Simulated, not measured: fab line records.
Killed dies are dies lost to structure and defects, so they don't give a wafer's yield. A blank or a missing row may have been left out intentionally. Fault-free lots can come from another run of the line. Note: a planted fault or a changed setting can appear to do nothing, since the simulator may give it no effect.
fab line records	flow sky130	part 1 of 2: steps 1 to 31 of 39
record lots=5	wafers=15	last-day=49
route steps=708 shown VIA4@644 METAL5@661 PASSIVATION@681
lots that met no fault: from a run of the same line without faults
start-h: hours from the record's first day to the start of the lot's first wafer shown	wait-h: hours from the lot's prior step to this one	" unchanged from the row above	L1.1+2: a single row standing in for several wafers	- no value present, or no start provided	* or withheld: withheld	< > ~ a bound
route shown NAME@n: NAME is a module with steps in the file, n the number in the route of the first one	usual: average and standard deviation across the fault-free wafers	same: alike in all rows	chamber/n: place in a boat	sites: readings site by site	_std_site: standard deviation of those values	_edge_site: outer sites' mean less inner sites'	radius-mm: for every site, how far away it sits from the centre of the wafer	mask NAME#n: copy n	behind: the most recent tool/chamber to have shaped the wafer	hold: the reason the lot was held/the length of the hold in hours/how it ended	device: which transistor (n, p or np) failed to switch	end of line: tests run on the same wafers once the route is complete	a step given without rows: its recipe and nothing more	killed: not the wafer's yield, but the dies lost to structure and defects at the first sort	map: shows each die of a wafer: x if killed, . if not, _ if none is there
set.NAME: the setting as run; set.NAME@STEP: as run at that earlier step	model.NAME: the simulator's own value behind a step, which no gauge read
lots at some steps of the route; a table a step, a row a wafer
services: the hour from which a tool's chamber was out of use, counted from the record's first day as start-h (under 0 if before that day), plus the number of hours and why
## steps
# step SKY_VIA4_HMDS_05
# recipe prime-time-s=60	prime-temp-c=120
# same prime-time-s=60
lot.wafer	tool	chamber	start-h	wait-h
L077.2+4+5	litho-track-03	0	1013.88	0.1
L078.1+2+5	litho-track-03	0	1020.95	0.1
L082.3+5+6	litho-track-03	0	1047.91	0.1
L089.1+3+6	litho-track-03	0	1096.06	0.1
L093.3+5+6	litho-track-02	0	1113.62	0.1
# step SKY_VIA4_COAT_06
# recipe resist=NOVOLAK	spin-rpm=3000	resist-thk-nm=1140
lot.wafer	tool	chamber	start-h	wait-h
L077.2+4+5	litho-track-03	0	1014.03	0.1
L078.1+2+5	litho-track-03	0	1021.10	0.1
L082.3+5+6	litho-track-03	0	1048.06	0.1
L089.1+3+6	litho-track-03	0	1096.21	0.1
L093.3+5+6	litho-track-02	0	1113.77	0.1
# step SKY_VIA4_SOFTBAKE_07
# recipe temp-c=90	time-s=60	resist=NOVOLAK
lot.wafer	tool	chamber	start-h	wait-h
L077.2+4+5	litho-track-03	0	1014.18	0.1
L078.1+2+5	litho-track-03	0	1021.25	0.1
L082.3+5+6	litho-track-03	0	1048.21	0.1
L089.1+3+6	litho-track-03	0	1096.36	0.1
L093.3+5+6	litho-track-02	0	1113.92	0.1
# step SKY_VIA4_EXPOSE_08
# recipe mask-id=VIM4	na=0.6	source-shape=conventional	sigma-outer=0.6	polarization=unpolarized	target-cd-nm=800	dose-mj=132
lot.wafer	tool	chamber	start-h	wait-h	mask
L077.2+4+5	iline-stepper-01	0	-	-	VIM4#0
L078.1+2+5	iline-stepper-01	0	-	-	VIM4#0
L082.3+5+6	iline-stepper-02	0	-	-	VIM4#0
L089.1+3+6	iline-stepper-02	0	-	-	VIM4#0
L093.3+5+6	iline-stepper-02	0	-	-	VIM4#0
# step SKY_VIA4_PEB_09
# recipe temp-c=withheld	time-s=*	resist=NOVOLAK
lot.wafer	tool	chamber	start-h	wait-h
L077.2+4+5	litho-track-04	0	-	-
L078.1+2+5	litho-track-03	0	-	-
L082.3+5+6	litho-track-04	0	-	-
L089.1+3+6	litho-track-03	0	-	-
L093.3+5+6	litho-track-03	0	-	-
# step SKY_VIA4_DEVELOP_10
# recipe resist=NOVOLAK	developer=TMAH	develop-time-s=60	dev-temp-c=23
lot.wafer	tool	chamber	start-h	wait-h
L077.2+4+5	litho-track-04	0	1025.30	0.1
L078.1+2+5	litho-track-03	0	1032.51	0.1
L082.3+5+6	litho-track-04	0	1059.37	0.1
L089.1+3+6	litho-track-03	0	1106.36	0.1
L093.3+5+6	litho-track-03	0	1123.86	0.1
# step SKY_VIA4_OVL_MEAS_11
# usual VIA4_OVL=-0.5/1.4
lot.wafer	tool	chamber	start-h	wait-h	VIA4_OVL[nm]
L077.2	overlay-02	-	1025.43	0.1	-1.1
L077.4	"	-	"	"	-3.0
L077.5	"	-	"	"	-2.6
L078.1	overlay-01	-	1032.66	0.1	0.0
L078.2	"	-	"	"	-1.1
L078.5	"	-	"	"	-2.4
L082.3	overlay-01	-	1059.48	0.1	-3.3
L082.5	"	-	"	"	-0.7
L082.6	"	-	"	"	-2.1
L089.1	overlay-02	-	1106.51	0.1	1.5
L089.3	"	-	"	"	0.1
L089.6	"	-	"	"	-0.1
L093.3	overlay-01	-	1123.97	0.1	0.5
L093.5	"	-	"	"	-0.5
L093.6	"	-	"	"	-2.1
# step SKY_VIA4_ETCH_12
# recipe target=SiO2	chemistry=C4F8/O2/Ar	stop-on=TiN	mask-material=NOVOLAK	source-w=1500	bias-w=1200	pressure-mtorr=40	c4f8-flow-sccm=withheld	O2_flow_sccm=6	Ar_flow_sccm=300	time-s=withheld	target-depth-a=5800
# usual oes-product-au=0.925/0.0045
lot.wafer	tool	chamber	start-h	wait-h	oes-product-au
L077.2	rie-diel-04	2	1025.46	0.0	0.933
L077.4	"	3	"	"	0.927
L077.5	"	3	"	"	0.923
L078.1	rie-diel-04	0	1032.69	0.0	0.929
L078.2	"	3	"	"	0.919
L078.5	"	1	"	"	0.919
L082.3	rie-diel-01	3	1059.51	0.0	0.928
L082.5	"	3	"	"	0.928
L082.6	"	0	"	"	0.920
L089.1	rie-diel-01	3	1106.54	0.0	0.925
L089.3	"	1	"	"	0.923
L089.6	"	3	"	"	0.922
L093.3	rie-diel-01	3	1123.99	0.0	0.922
L093.5	"	0	"	"	0.925
L093.6	"	1	"	"	0.927
# step SKY_VIA4_STRIP_13
# recipe chemistry=O2/N2	power-w=1400	pressure-mtorr=1500	platen-temp-c=withheld	o2-flow-sccm=3000	n2-flow-sccm=300	overash-fraction=0.5
# usual drypump-motor-current-A=5.6/0.38	oes-product-au=0.710/0.0045	strip-time-to-endpoint-s=12.82/0.034
lot.wafer	tool	chamber	start-h	wait-h	drypump-motor-current-A	oes-product-au	rf-hours-counter-h	strip-time-to-endpoint-s
L077.2	plasma-asher-04	1	1025.53	-	5.0	0.712	29	12.81
L077.4	"	1	"	"	5.0	0.710	-	12.82
L077.5	"	1	"	"	5.0	0.712	-	12.79
L078.1	plasma-asher-04	1	1032.76	-	5.0	0.714	29	12.79
L078.2	"	0	"	"	6.0	0.710	29	12.84
L078.5	"	0	"	"	5.9	0.702	-	12.84
L082.3	plasma-asher-01	1	1059.61	-	5.6	0.714	-	12.83
L082.5	"	0	"	"	5.7	0.705	-	12.80
L082.6	"	1	"	"	5.6	0.712	-	12.85
L089.1	plasma-asher-04	1	1106.61	-	5.0	0.709	36	12.83
L089.3	"	0	"	"	6.0	0.714	-	12.78
L089.6	"	0	"	"	6.0	0.707	-	12.82
L093.3	plasma-asher-03	1	1124.10	-	5.9	0.711	-	12.82
L093.5	"	1	"	"	5.9	0.710	-	12.85
L093.6	"	0	"	"	5.1	0.705	-	12.82
# step SKY_VIA4_STRIP_14
# recipe chemistry=post-etch-residue-remover	time-s=1200	temp-c=72.5
# usual bath-heat-duty-pct=14.9/1.1
lot.wafer	tool	chamber	start-h	wait-h	bath-heat-duty-pct
L077.2	wet-bench-04	0	1025.63	0.1	15.1
L077.4	"	0	"	"	13.4
L077.5	"	0	"	"	14.6
L078.1	wet-bench-04	0	1032.86	0.1	13.6
L078.2	"	0	"	"	13.2
L078.5	"	0	"	"	13.9
L082.3	wet-bench-04	2	1059.68	0.0	14.8
L082.5	"	2	"	"	15.3
L082.6	"	2	"	"	16.5
L089.1	wet-bench-01	2	1106.71	0.1	15.7
L089.3	"	2	"	"	16.0
L089.6	"	2	"	"	13.9
L093.3	wet-bench-04	3	1124.16	0.0	12.0
L093.5	"	3	"	"	13.0
L093.6	"	3	"	"	12.8
# step SKY_VIA4_CLEAN_15
# recipe chemistry=IPA	time-s=180	temp-c=25
# usual bath-heat-duty-pct=6.4/0.64
lot.wafer	tool	chamber	start-h	wait-h	bath-heat-duty-pct
L077.2	wet-bench-04	1	1025.97	0.0	5.4
L077.4	"	1	"	"	6.0
L077.5	"	1	"	"	5.5
L078.1	wet-bench-04	3	1033.21	0.0	5.8
L078.2	"	3	"	"	6.1
L078.5	"	3	"	"	5.6
L082.3	wet-bench-03	1	1060.05	0.0	5.8
L082.5	"	1	"	"	6.5
L082.6	"	1	"	"	6.1
L089.1	wet-bench-01	1	1107.46	0.0	6.5
L089.3	"	1	"	"	6.4
L089.6	"	1	"	"	7.4
L093.3	wet-bench-01	1	1124.51	0.0	6.7
L093.5	"	1	"	"	6.8
L093.6	"	1	"	"	7.7
# step SKY_VIA4_CLEAN_16
# recipe chemistry=O3/DIW	dry=n2-spin
lot.wafer	tool	chamber	start-h	wait-h
L077.2+4+5	wet-bench-04	1	1026.03	0.0
L078.1+2+5	wet-bench-04	3	1033.26	0.0
L082.3+5+6	wet-bench-04	2	1060.12	0.0
L089.1+3+6	wet-bench-01	2	1107.59	0.0
L093.3+5+6	wet-bench-04	1	1124.56	0.0
# step SKY_VIA4_SPUTTER_17
# recipe material=TiN	target-thk-nm=20	chamber-pressure-pa=5	power-w=4000	time-s=80
# usual throttle-valve-pct=30.1/0.86
lot.wafer	tool	chamber	start-h	wait-h	throttle-valve-pct
L077.2	pvd-sputter-04	-	1026.12	0.0	30.0
L077.4	"	-	"	"	29.6
L077.5	"	-	"	"	29.2
L078.1	pvd-sputter-03	-	1033.36	0.0	29.6
L078.2	"	-	"	"	31.6
L078.5	"	-	"	"	30.5
L082.3	pvd-sputter-01	-	1060.22	0.0	30.6
L082.5	"	-	"	"	30.4
L082.6	"	-	"	"	31.3
L089.1	pvd-sputter-01	-	1107.79	0.0	30.9
L089.3	"	-	"	"	30.1
L089.6	"	-	"	"	30.6
L093.3	pvd-sputter-01	-	1124.66	0.0	31.8
L093.5	"	-	"	"	30.1
L093.6	"	-	"	"	31.3
# step SKY_VIA4_CVD_18
# recipe material=W	target-thk-nm=505	time-s=152.14	temp-c=398.7	pressure-torr=40
# usual heater-power-w=793/85
lot.wafer	tool	chamber	start-h	wait-h	heater-power-w
L077.2	cvd-w-01	1	1026.18	0.0	736
L077.4	"	0	"	"	920
L077.5	"	0	"	"	920
L078.1	cvd-w-01	0	1033.42	0.0	924
L078.2	"	1	"	"	745
L078.5	"	1	"	"	726
L082.3	cvd-w-01	1	1060.33	0.1	746
L082.5	"	0	"	"	941
L082.6	"	1	"	"	755
L089.1	cvd-w-01	0	1107.85	0.0	915
L089.3	"	1	"	"	759
L089.6	"	0	"	"	921
L093.3	cvd-w-02	1	1124.77	0.1	756
L093.5	"	1	"	"	770
L093.6	"	0	"	"	721
# step SKY_VIA4_RS_MEAS_19
# recipe thk-meas-gauge=four-point-probe	reads=W_of_VIA4_CVD_18+TiN_of_VIA4_SPUTTER_17
# usual VIA4_W_RS=0.2314/0.003
lot.wafer	tool	chamber	start-h	wait-h	VIA4_W_RS[ohm/sq]
L077.2	film-metro-01	-	1026.35	0.1	0.2349
L077.4	"	-	"	"	0.2290
L077.5	"	-	"	"	0.2275
L078.1	film-metro-03	-	1033.57	0.1	0.2280
L078.2	"	-	"	"	0.2320
L078.5	"	-	"	"	0.2340
L082.3	film-metro-03	-	1060.47	0.1	0.2359
L082.5	"	-	"	"	0.2321
L082.6	"	-	"	"	0.2361
L089.1	film-metro-03	-	1108.00	0.1	0.2288
L089.3	"	-	"	"	0.2333
L089.6	"	-	"	"	0.2279
L093.3	film-metro-01	-	1124.91	0.1	0.2299
L093.5	"	-	"	"	0.2297
L093.6	"	-	"	"	0.2366
# step SKY_VIA4_THK_MEAS_20
# recipe thk-meas-gauge=xrf	reads=W_of_VIA4_CVD_18
# usual VIA4_W_THK=501/8.3
lot.wafer	tool	chamber	start-h	wait-h	VIA4_W_THK[nm]
L077.2	film-metro-01	-	1026.46	0.1	496
L077.4	"	-	"	"	513
L077.5	"	-	"	"	512
L078.1	film-metro-03	-	1033.69	0.1	511
L078.2	"	-	"	"	502
L078.5	"	-	"	"	495
L082.3	film-metro-03	-	1060.57	0.1	497
L082.5	"	-	"	"	505
L082.6	"	-	"	"	498
L089.1	film-metro-03	-	1108.12	0.1	509
L089.3	"	-	"	"	498
L089.6	"	-	"	"	511
L093.3	film-metro-01	-	1125.01	0.1	515
L093.5	"	-	"	"	513
L093.6	"	-	"	"	500
# step SKY_VIA4_CMP_21
# recipe stop-on=SiO2	t-overpolish-s=25	down-force-psi=3.5	platen-rpm=60	target-thk-nm=0	pad-velocity-m-s=0.94248
# usual motor-current-A=11.0/0.74	overpolish-run-s=25.000/0.0089	platen-rpm=60.00/0.039	time-to-endpoint-s=121/4.3
# same t-overpolish-s=25
lot.wafer	tool	chamber	start-h	wait-h	motor-current-A	overpolish-run-s	platen-rpm	time-to-endpoint-s
L077.2	cmp-02	3	1026.51	0.0	11.0	24.989	60.04	120
L077.4	"	0	"	"	12.0	25.005	59.95	127
L077.5	"	0	"	"	12.2	25.003	60.03	127
L078.2	cmp-02	1	1033.80	0.1	11.5	25.002	60.01	121
L078.1	"	3	"	"	10.3	24.995	60.01	121
L078.5	"	1	"	"	11.5	24.998	60.01	119
L082.3	cmp-01	1	1060.76	0.2	11.8	24.996	60.01	118
L082.5	"	2	"	"	9.8	24.991	60.00	124
L082.6	"	3	"	"	11.0	24.991	59.99	119
L089.1	cmp-02	1	1108.28	0.1	11.6	25.005	59.99	127
L089.3	"	2	"	"	10.5	24.997	59.92	122
L089.6	"	3	"	"	10.7	24.990	59.93	125
L093.3	cmp-01	3	1125.24	0.2	10.4	24.995	59.97	119
L093.6	"	2	"	"	9.5	25.003	60.06	115
L093.5	"	3	"	"	10.9	25.000	60.08	118
# step SKY_METAL5_SPUTTER_00
# recipe material=Ti	target-thk-nm=15	power-w=3000	time-s=10	chamber-pressure-pa=0.4
# usual throttle-valve-pct=29.9/1.1
lot.wafer	tool	chamber	start-h	wait-h	throttle-valve-pct
L077.2	pvd-sputter-03	-	1026.81	0.2	30.3
L077.4	"	-	"	"	29.5
L077.5	"	-	"	"	31.6
L078.1	pvd-sputter-03	-	1034.05	0.1	31.7
L078.2	"	-	"	"	29.6
L078.5	"	-	"	"	28.6
L082.3	pvd-sputter-02	-	1060.91	0.1	27.5
L082.5	"	-	"	"	29.1
L082.6	"	-	"	"	27.7
L089.1	pvd-sputter-02	-	1108.48	0.1	28.9
L089.3	"	-	"	"	29.7
L089.6	"	-	"	"	27.6
L093.3	pvd-sputter-03	-	1125.49	0.2	31.6
L093.5	"	-	"	"	31.2
L093.6	"	-	"	"	29.5
# step SKY_METAL5_SPUTTER_01
# recipe material=TiN	target-thk-nm=20	power-w=6500	time-s=16.7	chamber-pressure-pa=0.4
# usual throttle-valve-pct=29.9/1.1
lot.wafer	tool	chamber	start-h	wait-h	throttle-valve-pct
L077.2	pvd-sputter-03	-	1026.84	0.0	30.3
L077.4	"	-	"	"	29.6
L077.5	"	-	"	"	31.5
L078.1	pvd-sputter-03	-	1034.07	0.0	31.5
L078.2	"	-	"	"	29.5
L078.5	"	-	"	"	28.5
L082.3	pvd-sputter-02	-	1060.93	0.0	27.6
L082.5	"	-	"	"	29.1
L082.6	"	-	"	"	27.5
L089.1	pvd-sputter-02	-	1108.50	0.0	29.1
L089.3	"	-	"	"	29.7
L089.6	"	-	"	"	27.3
L093.3	pvd-sputter-03	-	1125.51	0.0	31.4
L093.5	"	-	"	"	31.4
L093.6	"	-	"	"	29.7
# step SKY_METAL5_SPUTTER_02
# recipe material=AlCu	target-thk-nm=1150	power-w=10600	time-s=61.2	chamber-pressure-pa=0.4
# usual throttle-valve-pct=29.9/1.1
lot.wafer	tool	chamber	start-h	wait-h	throttle-valve-pct
L077.2	pvd-sputter-03	-	1026.86	0.0	30.5
L077.4	"	-	"	"	29.8
L077.5	"	-	"	"	31.4
L078.1	pvd-sputter-03	-	1034.10	0.0	31.3
L078.2	"	-	"	"	29.2
L078.5	"	-	"	"	28.7
L082.3	pvd-sputter-02	-	1060.96	0.0	27.7
L082.5	"	-	"	"	29.2
L082.6	"	-	"	"	27.6
L089.1	pvd-sputter-02	-	1108.53	0.0	29.2
L089.3	"	-	"	"	29.4
L089.6	"	-	"	"	27.7
L093.3	pvd-sputter-03	-	1125.53	0.0	31.5
L093.5	"	-	"	"	31.4
L093.6	"	-	"	"	29.8
# step SKY_METAL5_SPUTTER_03
# recipe material=Ti	target-thk-nm=5	power-w=3000	time-s=3.3	chamber-pressure-pa=0.4
# usual throttle-valve-pct=29.9/1.1
lot.wafer	tool	chamber	start-h	wait-h	throttle-valve-pct
L077.2	pvd-sputter-03	-	1026.91	0.0	30.4
L077.4	"	-	"	"	29.6
L077.5	"	-	"	"	31.3
L078.1	pvd-sputter-03	-	1034.15	0.0	31.5
L078.2	"	-	"	"	29.8
L078.5	"	-	"	"	28.8
L082.3	pvd-sputter-02	-	1061.01	0.0	27.7
L082.5	"	-	"	"	29.3
L082.6	"	-	"	"	27.7
L089.1	pvd-sputter-02	-	1108.58	0.0	29.2
L089.3	"	-	"	"	29.4
L089.6	"	-	"	"	27.5
L093.3	pvd-sputter-03	-	1125.59	0.0	31.3
L093.5	"	-	"	"	31.6
L093.6	"	-	"	"	29.7
# step SKY_METAL5_SPUTTER_04
# recipe material=TiN	target-thk-nm=70	power-w=6500	time-s=58.3	chamber-pressure-pa=0.4
# usual throttle-valve-pct=29.9/1.1
lot.wafer	tool	chamber	start-h	wait-h	throttle-valve-pct
L077.2	pvd-sputter-03	-	1026.93	0.0	30.4
L077.4	"	-	"	"	29.3
L077.5	"	-	"	"	31.2
L078.1	pvd-sputter-03	-	1034.17	0.0	31.4
L078.2	"	-	"	"	29.6
L078.5	"	-	"	"	28.7
L082.3	pvd-sputter-02	-	1061.03	0.0	27.8
L082.5	"	-	"	"	28.8
L082.6	"	-	"	"	27.9
L089.1	pvd-sputter-02	-	1108.60	0.0	28.9
L089.3	"	-	"	"	29.7
L089.6	"	-	"	"	27.7
L093.3	pvd-sputter-03	-	1125.60	0.0	31.3
L093.5	"	-	"	"	31.7
L093.6	"	-	"	"	29.6
# step SKY_METAL5_RS_MEAS_05
# recipe thk-meas-gauge=four-point-probe	reads=TiN_of_METAL5_SPUTTER_04+Ti_of_METAL5_SPUTTER_03+AlCu_of_METAL5_SPUTTER_02+TiN_of_METAL5_SPUTTER_01+Ti_of_METAL5_SPUTTER_00
# usual METAL5_ALCU_RS=0.02715/0.0003
lot.wafer	tool	chamber	start-h	wait-h	METAL5_ALCU_RS[ohm/sq]
L077.2	film-metro-03	-	1027.00	0.0	0.02701
L077.4	"	-	"	"	0.02725
L077.5	"	-	"	"	0.02699
L078.1	film-metro-03	-	1034.21	0.0	0.02701
L078.2	"	-	"	"	0.02731
L078.5	"	-	"	"	0.02671
L082.3	film-metro-02	-	1061.12	0.1	0.02744
L082.5	"	-	"	"	0.02802
L082.6	"	-	"	"	0.02718
L089.1	film-metro-03	-	1108.65	0.0	0.02753
L089.3	"	-	"	"	0.02698
L089.6	"	-	"	"	0.02695
L093.3	film-metro-02	-	1125.69	0.1	0.02747
L093.5	"	-	"	"	0.02752
L093.6	"	-	"	"	0.02732
# step SKY_METAL5_THK_MEAS_06
# recipe thk-meas-gauge=xrf	reads=AlCu_of_METAL5_SPUTTER_02
# usual METAL5_ALCU_THK=1130/13
lot.wafer	tool	chamber	start-h	wait-h	METAL5_ALCU_THK[nm]
L077.2	film-metro-03	-	1027.11	0.1	1126
L077.4	"	-	"	"	1122
L077.5	"	-	"	"	1135
L078.1	film-metro-03	-	1034.33	0.1	1136
L078.2	"	-	"	"	1126
L078.5	"	-	"	"	1152
L082.3	film-metro-02	-	1061.22	0.1	1121
L082.5	"	-	"	"	1102
L082.6	"	-	"	"	1129
L089.1	film-metro-03	-	1108.77	0.1	1110
L089.3	"	-	"	"	1129
L089.6	"	-	"	"	1129
L093.3	film-metro-02	-	1125.79	0.1	1130
L093.5	"	-	"	"	1130
L093.6	"	-	"	"	1128
# step SKY_METAL5_DEHYDRATE_07
# recipe temp-c=200	time-s=60
lot.wafer	tool	chamber	start-h	wait-h
L077.2+4+5	litho-track-02	0	1037.35	10.2
L078.1+2+5	litho-track-04	0	1044.97	10.6
L082.3+5+6	litho-track-01	0	1071.14	9.9
L089.1+3+6	litho-track-02	0	1118.12	9.3
L093.3+5+6	litho-track-02	0	1134.52	8.7
# step SKY_METAL5_HMDS_08
# recipe prime-time-s=60	prime-temp-c=120
# same prime-time-s=60
lot.wafer	tool	chamber	start-h	wait-h
L077.2+4+5	litho-track-02	0	1037.50	0.1
L078.1+2+5	litho-track-04	0	1045.12	0.1
L082.3+5+6	litho-track-01	0	1071.29	0.1
L089.1+3+6	litho-track-02	0	1118.27	0.1
L093.3+5+6	litho-track-02	0	1134.67	0.1
# step SKY_METAL5_COAT_09
# recipe resist=NOVOLAK	spin-rpm=3000	resist-thk-nm=1800
lot.wafer	tool	chamber	start-h	wait-h
L077.2+4+5	litho-track-02	0	1037.65	0.1
L078.1+2+5	litho-track-04	0	1045.27	0.1
L082.3+5+6	litho-track-01	0	1071.44	0.1
L089.1+3+6	litho-track-02	0	1118.42	0.1
L093.3+5+6	litho-track-02	0	1134.82	0.1
# step SKY_METAL5_SOFTBAKE_10
# recipe temp-c=90	time-s=60	resist=NOVOLAK
lot.wafer	tool	chamber	start-h	wait-h
L077.2+4+5	litho-track-02	0	1037.80	0.1
L078.1+2+5	litho-track-04	0	1045.42	0.1
L082.3+5+6	litho-track-01	0	1071.59	0.1
L089.1+3+6	litho-track-02	0	1118.57	0.1
L093.3+5+6	litho-track-02	0	1134.97	0.1
# step SKY_METAL5_EXPOSE_11
# recipe mask-id=MM5	na=0.6	source-shape=conventional	sigma-outer=0.6	polarization=unpolarized	target-cd-nm=1600	dose-mj=190
lot.wafer	tool	chamber	start-h	wait-h	mask
L077.2+4+5	iline-stepper-01	0	-	-	MM5#0
L078.1+2+5	iline-stepper-02	0	-	-	MM5#0
L082.3+5+6	iline-stepper-01	0	-	-	MM5#0
L089.1+3+6	iline-stepper-02	0	-	-	MM5#0
L093.3+5+6	iline-stepper-02	0	-	-	MM5#0
# step SKY_METAL5_PEB_12
# recipe temp-c=withheld	time-s=*	resist=NOVOLAK
lot.wafer	tool	chamber	start-h	wait-h
L077.2+4+5	litho-track-01	0	-	-
L078.1+2+5	litho-track-01	0	-	-
L082.3+5+6	litho-track-04	0	-	-
L089.1+3+6	litho-track-01	0	-	-
L093.3+5+6	litho-track-02	0	-	-
# step SKY_METAL5_DEVELOP_13
# recipe resist=NOVOLAK	developer=TMAH	develop-time-s=60	dev-temp-c=23
lot.wafer	tool	chamber	start-h	wait-h
L077.2+4+5	litho-track-01	0	1048.96	0.1
L078.1+2+5	litho-track-01	0	1056.09	0.1
L082.3+5+6	litho-track-04	0	1082.37	0.1
L089.1+3+6	litho-track-01	0	1128.19	0.1
L093.3+5+6	litho-track-02	0	1143.82	0.1
